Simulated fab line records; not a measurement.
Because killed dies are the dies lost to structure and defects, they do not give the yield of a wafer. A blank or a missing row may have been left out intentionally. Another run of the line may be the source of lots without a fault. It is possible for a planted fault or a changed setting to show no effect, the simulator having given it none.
fab line records ; flow sky130
record lots=5; wafers=15; last-day=49
route steps=708 shown FIELD_ISO@3
lots with no fault: from the same line, run without faults
start-h: start of the lot's first displayed wafer, in hours after the record's first day ; wait-h: hours since the lot's step before ; " the same as in the row above ; L1.1+2: one row covering several wafers at once ; - no value present, or no start provided ; * or withheld: withheld ; < > ~ a bound
route shown NAME@n: a module of which the file shows steps, and the number in the route of the first ; usual: mean/standard deviation of fault-free wafers ; same: alike in all rows ; chamber/n: place in a boat ; sites: readings site by site ; _std_site: the standard deviation of these ; _edge_site: outer sites' mean less inner sites' ; radius-mm: for every site, how far away it sits from the centre of the wafer ; mask NAME#n: copy n ; behind: the tool/chamber that last shaped the wafer ; hold: cause of the lot's hold/its duration in hours/its outcome ; device: names the non-switching transistor (n, p or np) ; end of line: tests of these same wafers at the route's end ; where a step has no rows: the recipe by itself ; killed: count of dies lost to structure and defects at first sort (not the wafer's yield) ; map: a wafer's dies, x killed, . not, _ none there
set.NAME: the setting as run; set.NAME@STEP: as run at that earlier step ; model.NAME: the simulator's own value behind a step, which no gauge read
lots at some steps of the route; a table a step, a row a wafer
services: a tool's chamber out of use, with start hour (start-h, from the record's first day; less than 0 if before it), hours out, and reason
## steps
# step SKY_FIELD_ISO_THK_MEAS_02
# recipe reads=SiO2_of_FIELD_ISO_OXIDATION_01
# usual FIELD_ISO_OXIDATION_00_THK=12.06/0.19
lot.wafer;tool;chamber;start-h;wait-h;FIELD_ISO_OXIDATION_00_THK[nm]
L726.2;film-metro-04;-;16.95;0.0;11.88
L726.5;film-metro-04;-;16.95;0.0;11.87
L726.6;film-metro-04;-;16.95;0.0;11.97
L727.1;film-metro-04;-;22.02;0.0;11.85
L727.2;film-metro-04;-;22.02;0.0;11.54
L727.5;film-metro-04;-;22.02;0.0;11.70
L739.2;film-metro-02;-;81.64;0.0;12.09
L739.3;film-metro-02;-;81.64;0.0;11.94
L739.6;film-metro-02;-;81.64;0.0;11.91
L740.1;film-metro-01;-;88.76;0.0;12.17
L740.2;film-metro-01;-;88.76;0.0;11.96
L740.4;film-metro-01;-;88.76;0.0;12.14
L743.2;film-metro-01;-;102.67;0.0;11.78
L743.3;film-metro-01;-;102.67;0.0;12.05
L743.5;film-metro-01;-;102.67;0.0;11.96
# step SKY_FIELD_ISO_CVD_03
# recipe material=Si3N4; precursor=DCS/NH3; target-thk-nm=165; temp-c=770; time-s=2830; pressure-mtorr=250
# step SKY_FIELD_ISO_THK_MEAS_04
# recipe reads=Si3N4_of_FIELD_ISO_CVD_03
# usual FIELD_ISO_CVD_03_THK=165.2/1.4
lot.wafer;tool;chamber;start-h;wait-h;FIELD_ISO_CVD_03_THK[nm]
L726.2;film-metro-04;-;18.80;0.0;165.0
L726.5;film-metro-04;-;18.80;0.0;164.7
L726.6;film-metro-04;-;18.80;0.0;166.2
L727.1;film-metro-01;-;23.86;0.0;163.8
L727.2;film-metro-01;-;23.86;0.0;164.9
L727.5;film-metro-01;-;23.86;0.0;165.3
L739.2;film-metro-02;-;85.47;0.0;163.6
L739.3;film-metro-02;-;85.47;0.0;162.8
L739.6;film-metro-02;-;85.47;0.0;163.9
L740.1;film-metro-02;-;91.05;0.0;164.3
L740.2;film-metro-02;-;91.05;0.0;165.5
L740.4;film-metro-02;-;91.05;0.0;165.5
L743.2;film-metro-04;-;104.52;0.0;166.6
L743.3;film-metro-04;-;104.52;0.0;167.9
L743.5;film-metro-04;-;104.52;0.0;166.0
# step SKY_FIELD_ISO_DEHYDRATE_05
# recipe temp-c=200; time-s=60
# step SKY_FIELD_ISO_HMDS_06
# recipe prime-time-s=60; prime-temp-c=120
# step SKY_FIELD_ISO_COAT_07
# recipe resist=BARC; temp-c=withheld; time-s=withheld; spin-rpm=3000; resist-thk-nm=60
# step SKY_FIELD_ISO_COAT_08
# recipe resist=KrF-thick; spin-rpm=3000; resist-thk-nm=450
# step SKY_FIELD_ISO_SOFTBAKE_09
# recipe temp-c=100; time-s=90; resist=KrF-thick
# step SKY_FIELD_ISO_EXPOSE_10
# recipe mask-id=FOM; na=0.68; source-shape=annular; sigma-inner=0.4; sigma-outer=0.8; target-cd-nm=150; dose-mj=28
# step SKY_FIELD_ISO_PEB_11
# recipe peb-temp-c=withheld; peb-time-s=withheld; resist=KrF-thick
# step SKY_FIELD_ISO_DEVELOP_12
# recipe develop-time-s=60; resist=KrF-thick; dev-temp-c=21
# step SKY_FIELD_ISO_CD_MEAS_13
# recipe target-cd-nm=150
# usual cd-nm=150.4/1.3
lot.wafer;tool;chamber;start-h;wait-h;cd-nm
L726.2;cd-sem-02;-;33.90;-;148.7
L726.5;cd-sem-02;-;33.90;-;150.1
L726.6;cd-sem-02;-;33.90;-;149.9
L727.1;cd-sem-02;-;38.83;-;152.1
L727.2;cd-sem-02;-;38.83;-;152.2
L727.5;cd-sem-02;-;38.83;-;151.2
L739.2;cd-sem-01;-;103.15;-;149.6
L739.3;cd-sem-01;-;103.15;-;149.1
L739.6;cd-sem-01;-;103.15;-;148.7
L740.1;cd-sem-01;-;108.90;-;153.8
L740.2;cd-sem-01;-;108.90;-;153.3
L740.4;cd-sem-01;-;108.90;-;154.3
L743.2;cd-sem-01;-;123.25;-;151.2
L743.3;cd-sem-01;-;123.25;-;150.7
L743.5;cd-sem-01;-;123.25;-;150.7
# step SKY_FIELD_ISO_ETCH_14
# recipe chemistry=N2/H2; target=BARC; ion-energy-ev=200; source-w=500; bias-w=100; pressure-mtorr=30; n2-flow-sccm=100; h2-flow-sccm=200; stop-on=SiO2; time-s=45.9; target-depth-a=600
# usual drypump-motor-current-A=5.8/0.41; oes-product-au=0.854/0.0045; run-length-s=74.1/0.54; throttle-valve-pct=13.224/0.0082
lot.wafer;tool;chamber;start-h;wait-h;drypump-motor-current-A;oes-product-au;rf-hours-counter-h;run-length-s;throttle-valve-pct;model.etch.depth-nm;model.KrF-thick_of_FIELD_ISO_COAT_08.thk-nm;model.FIELD_ISO.cd-nm
L726.2;rie-diel-02;0;34.00;0.1;5.7;0.856;4;73.7;13.230;60.19;392;148.2
L726.5;rie-diel-02;1;34.00;0.1;5.4;0.850;-;74.0;13.236;60.28;392.8;149.4
L726.6;rie-diel-02;2;34.00;0.1;5.7;0.862;-;74.7;13.253;60.29;391.4;149.3
L727.1;rie-diel-03;1;38.95;0.1;5.3;0.859;8;73.9;13.227;59.77;393;151.1
L727.2;rie-diel-03;3;38.95;0.1;5.7;0.851;171;74.1;13.225;59.62;393;151.5
L727.5;rie-diel-03;1;38.95;0.1;5.3;0.857;-;73.7;13.221;59.78;393.3;150.9
L739.2;rie-diel-03;1;103.25;0.1;5.3;0.860;9;74.1;13.231;60.2;393.3;148.9
L739.3;rie-diel-03;3;103.25;0.1;5.7;0.857;0;73.9;13.231;60.04;393.6;148.7
L739.6;rie-diel-03;1;103.25;0.1;5.3;0.859;-;73.7;13.240;60.18;394.4;148.1
L740.1;rie-diel-02;0;109.02;0.1;5.6;0.853;6;73.9;13.226;59.99;392.7;153.7
L740.2;rie-diel-02;1;109.02;0.1;5.5;0.982;65;46.6;13.240;30.37;419.6;158.6
L740.4;rie-diel-02;3;109.02;0.1;5.3;0.851;127;74.3;13.204;59.98;394.3;154.2
L743.2;rie-diel-03;1;123.35;0.1;5.3;0.855;10;73.8;13.235;59.75;394.2;150.6
L743.3;rie-diel-03;0;123.35;0.1;6.7;0.855;9;74.5;13.232;60.05;395.4;150.4
L743.5;rie-diel-03;2;123.35;0.1;6.0;0.852;-;73.4;13.223;59.99;393.7;150.8
# step SKY_FIELD_ISO_ETCH_15
# recipe chemistry=CHF3/O2; target-depth-nm=180; stop-on=Si; source-w=600; bias-w=200; pressure-mtorr=40; chf3-flow-sccm=50; O2_flow_sccm=5; time-s=72
# usual drypump-motor-current-A=5.8/0.41; oes-product-au=0.947/0.006; run-length-s=100.2/0.53; throttle-valve-pct=8.844/0.0091
lot.wafer;tool;chamber;start-h;wait-h;drypump-motor-current-A;oes-product-au;rf-hours-counter-h;run-length-s;throttle-valve-pct;model.KrF-thick_of_FIELD_ISO_COAT_08.thk-nm
L726.2;rie-diel-02;0;34.05;0.0;5.7;0.953;4;99.6;8.848;233.3
L726.5;rie-diel-02;1;34.05;0.0;5.4;0.945;-;100.2;8.856;239.5
L726.6;rie-diel-02;2;34.05;0.0;5.7;0.951;-;100.9;8.843;235.9
L727.1;rie-diel-03;1;39.00;0.0;5.3;0.951;8;100.5;8.853;239.3
L727.2;rie-diel-03;3;39.00;0.0;5.7;0.937;171;99.7;8.844;237.5
L727.5;rie-diel-03;1;39.00;0.0;5.3;0.938;-;99.7;8.843;237.9
L739.2;rie-diel-03;1;103.30;0.0;5.3;0.940;9;100.5;8.838;239.1
L739.3;rie-diel-03;3;103.30;0.0;5.7;0.943;0;99.9;8.819;239.6
L739.6;rie-diel-03;1;103.30;0.0;5.3;0.943;-;99.8;8.845;239.2
L740.1;rie-diel-02;0;109.06;0.0;5.6;0.944;6;99.7;8.844;232.9
L740.2;rie-diel-02;1;109.06;0.0;5.4;0.374;65;100.2;8.682;264.6
L740.4;rie-diel-02;3;109.06;0.0;5.3;0.949;127;100.6;8.857;238.2
L743.2;rie-diel-03;1;123.40;0.0;5.3;0.956;10;99.8;8.847;239.1
L743.3;rie-diel-03;0;123.40;0.0;6.6;0.951;9;100.4;8.840;239
L743.5;rie-diel-03;2;123.40;0.0;6.0;0.954;-;99.4;8.836;236.7
# step SKY_FIELD_ISO_STRIP_16
# recipe chemistry=O2/N2; power-w=1400; pressure-mtorr=1500; platen-temp-c=withheld; o2-flow-sccm=3000; n2-flow-sccm=300; overash-fraction=0.5
# usual drypump-motor-current-A=5.6/0.51; oes-product-au=0.378/0.0045; strip-time-to-endpoint-s=3.556/0.027
lot.wafer;tool;chamber;start-h;wait-h;drypump-motor-current-A;oes-product-au;rf-hours-counter-h;strip-time-to-endpoint-s
L726.2;plasma-asher-02;1;34.10;0.0;5.8;0.372;36;3.513
L726.5;plasma-asher-02;1;34.10;0.0;5.8;0.378;-;3.595
L726.6;plasma-asher-02;0;34.10;0.0;5.1;0.376;-;3.543
L727.1;plasma-asher-02;1;39.05;0.0;5.8;0.373;36;3.567
L727.2;plasma-asher-02;0;39.05;0.0;5.1;0.380;36;3.569
L727.5;plasma-asher-02;0;39.05;0.0;5.1;0.373;-;3.555
L739.2;plasma-asher-02;1;103.35;0.0;5.8;0.379;42;3.576
L739.3;plasma-asher-02;1;103.35;0.0;5.8;0.370;-;3.581
L739.6;plasma-asher-02;0;103.35;0.0;5.1;0.375;-;3.580
L740.1;plasma-asher-01;0;109.11;0.0;4.9;0.379;43;3.517
L740.2;plasma-asher-01;1;109.11;0.0;6.3;0.389;43;3.867
L740.4;plasma-asher-01;1;109.11;0.0;6.3;0.378;-;3.572
L743.2;plasma-asher-01;1;123.45;0.0;6.3;0.382;44;3.577
L743.3;plasma-asher-01;1;123.45;0.0;6.3;0.378;-;3.568
L743.5;plasma-asher-01;1;123.45;0.0;6.3;0.380;-;3.552
# step SKY_FIELD_ISO_ETCH_17
# recipe target-depth-a=3420; mask-material=Si3N4; chemistry=HBr/Cl2/O2; target=Si; taper-deg=5; icp-w=600; bias-w=150; pressure-mtorr=15; HBr_flow_sccm=150; Cl2_flow_sccm=40; O2_flow_sccm=6; time-s=97.7
# usual drypump-motor-current-A=5.99/0.21; oes-product-au=1.000/0.0086; run-length-s=125.9/0.47; throttle-valve-pct=25.656/0.011
lot.wafer;tool;chamber;start-h;wait-h;drypump-motor-current-A;oes-product-au;rf-hours-counter-h;run-length-s;throttle-valve-pct;model.FIELD_ISO.cd-nm
L726.2;rie-si-02;3;34.20;0.1;5.69;1.012;136;125.9;25.649;148.8
L726.5;rie-si-02;2;34.20;0.1;6.17;0.998;-;125.0;25.667;148.6
L726.6;rie-si-02;3;34.20;0.1;5.72;1.002;-;125.9;25.641;149.3
L727.1;rie-si-01;2;39.15;0.1;6.18;1.008;0;125.3;25.646;150.7
L727.2;rie-si-01;0;39.15;0.1;5.97;0.996;97;126.1;25.648;150
L727.5;rie-si-01;1;39.15;0.1;6.28;0.994;-;126.3;25.669;151.6
L739.2;rie-si-02;0;103.45;0.1;6.02;1.003;4;126.0;25.648;148.7
L739.3;rie-si-02;2;103.45;0.1;6.16;0.989;98;125.2;25.670;147.9
L739.6;rie-si-02;0;103.45;0.1;6.02;1.003;-;125.8;25.657;148.3
L740.1;rie-si-01;3;109.21;0.1;5.69;0.987;54;125.7;25.649;154.6
L740.2;rie-si-01;1;109.21;0.1;6.27;0.991;1;126.7;25.673;157.6
L740.4;rie-si-01;2;109.21;0.1;6.17;0.988;1;125.0;25.650;154.2
L743.2;rie-si-02;0;123.55;0.1;6.05;1.002;4;126.6;25.667;150.2
L743.3;rie-si-02;1;123.55;0.1;5.84;0.991;0;126.0;25.644;150.3
L743.5;rie-si-02;3;123.55;0.1;5.72;0.996;-;125.8;25.636;150.4
# step SKY_FIELD_ISO_WET_ETCH_18
# recipe chemistry=H3PO4; target-depth-nm=25; temp-c=160; target=Si3N4; time-s=286
## services
tool;chamber;start-h;hours;kind
plasma-asher-02;-;23.45;2.3;repair
rie-si-01;3;40.18;4.4;repair
rie-diel-03;0;55.70;5.3;repair
rie-diel-03;3;69.11;-;clean
rie-diel-03;3;69.11;23.9;scheduled-down
rie-diel-03;3;69.11;23.9;vent-cycle
rie-si-02;1;80.44;-;clean
rie-si-02;1;80.44;32.9;scheduled-down
rie-si-02;1;80.44;32.9;vent-cycle
rie-si-02;-;105.07;15.6;pm
plasma-asher-02;-;108.75;9.0;pm
plasma-asher-02;0;108.75;9.0;vent-cycle
plasma-asher-02;1;108.75;9.0;vent-cycle
rie-si-01;1;112.92;15.6;repair
plasma-asher-02;0;117.75;-;clean
plasma-asher-02;1;117.75;-;clean
rie-diel-02;1;121.26;2.9;repair
## key
first-sign step=SKY_FIELD_ISO_ETCH_14; reading=run-length-s; direction=down; sigmas=51; usual=*; struck=*
effect step=SKY_FIELD_ISO_ETCH_14; reading=oes-product-au; direction=up; sigmas=29; usual=0.854; struck=0.982
effect step=SKY_FIELD_ISO_ETCH_15; reading=oes-product-au; direction=down; sigmas=96; usual=0.947; struck=0.374
effect step=SKY_FIELD_ISO_STRIP_16; reading=strip-time-to-endpoint-s; direction=up; sigmas=12; usual=*; struck=*
model-effect step=SKY_FIELD_ISO_ETCH_14; value=etch.depth-nm; without=59.89; struck=30.37
model-effect step=SKY_FIELD_ISO_ETCH_15; value=KrF-thick_of_FIELD_ISO_COAT_08.thk-nm; without=239.1; struck=264.6
model-effect step=SKY_FIELD_ISO_ETCH_17; value=FIELD_ISO.cd-nm; without=152.5; struck=157.6
met-at SKY_FIELD_ISO_ETCH_14
struck-wafers L740.2
later-rows-left-out L740.2
sort-left-out L740.2
tester-left-out L740
onset-between 34.00 109.02
fault kind=process-parameter-drift; tool=rie-diel-02; chamber=-; onset-h=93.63; steps=SKY_FIELD_ISO_ETCH_14; channel=time-s; offset=*; shape=step; end-h=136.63; scope=struck-wafers-only; acts-in=*; stated=*
# tester-left-out: of these lots the tester's yield and bins aren't shown, on N5 and GAA mostly nor the transistor test; their killed dies are dies lost to structure and defects alone, not to doping, threshold or leakage, so they don't give the yield
# sort-left-out: the simulated sort isn't trusted on such a fault, so these wafers' sort isn't shown, and their yield isn't known
# later-rows-left-out: the simulator's readings of these wafers behind a module that went badly wrong aren't trusted and aren't shown, but for the sort
